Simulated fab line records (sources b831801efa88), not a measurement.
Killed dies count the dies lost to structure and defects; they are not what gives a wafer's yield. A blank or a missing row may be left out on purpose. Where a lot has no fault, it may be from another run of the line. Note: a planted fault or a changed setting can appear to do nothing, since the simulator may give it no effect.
One fault seen from 2 desks    flow gf180mcu    each desk has only its own numbers; what lay behind them comes last

## AT THE TOOL OWNER'S DESK: hdpcvd-02
The tool's own readings at GF_V2_CVD_00 (deposits SiO2, target thk 600 nm, time 100 s): means of the sampled wafers that have a number, for each lot that ran on this tool. A lot is out of limits, marked OUT, if its mean lies more than 4 standard deviations from the usual mean; the brackets give that distance.
Columns: A = sih4 flow sccm at GF_V2_CVD_00, usual 59.99 sccm
lot   first seen here  A
L268  day 19 20:32     60.01
L271  day 20 20:37     48.26 (-59) OUT
L273  day 21 09:20     48.10 (-59) OUT
L281  day 24 06:22     59.81
L282  day 24 16:21     59.86
L283  day 25 00:32     59.94
L285  day 25 12:03     59.92
L288  day 26 08:05     59.95
This desk's verdict: out of limits on L271, L273, starting with L271 at day 20 20:37 (sih4 flow sccm at GF_V2_CVD_00). In limits: L268, L281, L282, L283, L285, L288.

## AT THE METROLOGY DESK
Means of the sampled wafers that have a number, per lot and without regard to the tool the lot ran on: this is what the gauges read. A lot is out of limits, marked OUT, if its mean lies more than 4 standard deviations from the usual mean; the brackets give that distance.
Columns: A = V1_W_RS at GF_V1_RS_MEAS_24, usual 0.328 ohm/sq; B = cd nm at GF_M2_CD_MEAS_14, usual 280.0 nm; C = V2_CVD_00_THK at GF_V2_THK_MEAS_01, usual 602 nm; D = V2_CVD_02_THK at GF_V2_THK_MEAS_03, usual 851 nm
lot   first seen here  A      B      C              D
L267  day 18 02:44     0.326  278.0  613            857
L268  day 18 18:59     0.325  279.3  590            843
L271  day 19 19:16     0.328  282.3  469 (-16) OUT  840
L273  day 20 07:39     0.326  279.7  475 (-16) OUT  846
L275  day 21 08:22     0.326  278.3  598            840
L281  day 23 06:43     0.326  278.6  599            853
L282  day 23 16:28     0.327  280.6  600            855
L283  day 24 01:22     0.330  279.7  598            844
L284  day 24 05:49     0.332  281.6  610            852
L285  day 24 13:32     0.333  281.5  600            852
L286  day 25 00:25     0.328  280.5  608            849
L288  day 25 10:13     0.333  280.6  591            855
L289  day 26 01:28     0.324  281.8  608            855
This desk reports L271, L273 out of limits; the earliest was L271 at day 20 20:41 (V2_CVD_00_THK at GF_V2_THK_MEAS_01). In limits: L267, L268, L275, L281, L282, L283, L284, L285, L286, L288, L289.

## ALL TOGETHER
At day 20 20:37, on L271, L273, the tool owner's desk was in a position to raise an alarm.
Metrology desk: alarm possible at day 20 20:41 on L271, L273.
All the named lots went through GF_V2_CVD_00 on hdpcvd-02.

## WHAT WAS PUT IN BY THE SIMULATOR
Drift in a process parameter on hdpcvd-02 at GF_V2_CVD_00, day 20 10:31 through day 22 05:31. Setting sih4 flow sccm shifted by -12 from 60. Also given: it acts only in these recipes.
Shown lots that were struck: L271, L273.
Counting hours from when the fault started, the first reading out of limits came at 10 for the tool owner's desk and at 10 for the metrology desk.
